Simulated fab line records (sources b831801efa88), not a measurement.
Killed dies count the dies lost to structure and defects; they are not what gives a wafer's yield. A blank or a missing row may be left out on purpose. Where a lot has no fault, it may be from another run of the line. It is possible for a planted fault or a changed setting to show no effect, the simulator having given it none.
Chamber matching | flow sfqLine | SFQ_TRILAYER_I7_CMP_CMP_184 on cmp-02: 4 sister chambers
The step polishes SiO2. 16 wafers are shown with their chamber, then 8 later ones without.

== WAFERS WITH THEIR CHAMBER ==
wafer  | chamber | motorCurrentA (A) | timeToEndpointS (s)
L243.1 | 1       | 10.5              | 214
L243.4 | 2       | 10.2              | 226
L243.5 | 1       | 10.9              | 219
L246.3 | 1       | 10.7              | 217
L246.4 | 0       | 9.4               | 219
L246.6 | 3       | 9.1               | 232
L248.2 | 3       | 8.5               | 210
L248.3 | 0       | 9.2               | 217
L248.5 | 0       | 9.3               | 218
L249.3 | 1       | 10.7              | 219
L249.1 | 0       | 9.3               | 212
L249.5 | 1       | 9.8               | 218
L258.1 | 1       | 10.4              | 211
L258.2 | 0       | 9.6               | 218
L258.4 | 2       | 11.0              | 224
L261.2 | 2       | 11.1              | 211

SIGNATURES (averages over the wafers above)
reading         | chamber 0 | chamber 1 | chamber 2 | chamber 3 | scatter within a chamber
motorCurrentA   | 9.360     | 10.500    | 10.767    | 8.800     | 0.353
timeToEndpointS | 216.80    | 216.33    | 220.33    | 221.00    | 6.17
Rule: a wafer's distance from a chamber is the root of the sum, over the readings, of the square of ((its reading less the chamber's mean) divided by the reading's scatter). The wafer belongs to the nearest chamber; if the next one is less than 2 further off, it can't be placed. The scatter is the square root of a quotient: the sum, over the shown wafers, of each reading's squared deviation from its chamber's mean, divided by wafers minus chambers.

== WAFERS MISSING THEIR CHAMBER ==
wafer  | motorCurrentA (A) | timeToEndpointS (s)
L261.3 | 9.4               | 221
L261.6 | 10.8              | 222
L262.3 | 11.1              | 220
L262.5 | 9.1               | 211
L262.6 | 10.9              | 225
L265.1 | 9.0               | 215
L265.2 | 9.9               | 219
L265.4 | 11.0              | 232

== CHAMBER TAKEN BY EACH ==
wafer  | from the rows above               | in truth
L261.3 | can't be placed: 0 or 3           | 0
L261.6 | can't be placed: 2 or 1           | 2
L262.3 | can't be placed: 2 or 1           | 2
L262.5 | can't be placed: 0 or 3           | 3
L262.6 | can't be placed: 2 or 1           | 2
L265.1 | can't be placed: 0 or 3           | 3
L265.2 | can't be placed: 0 or 1 or 2 or 3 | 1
L265.4 | can't be placed: 2 or 1           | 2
Correct placement for 0 of the 8. These rows do not allow placing 8 (true chamber among the candidates in 8). Placed wrongly: 0.
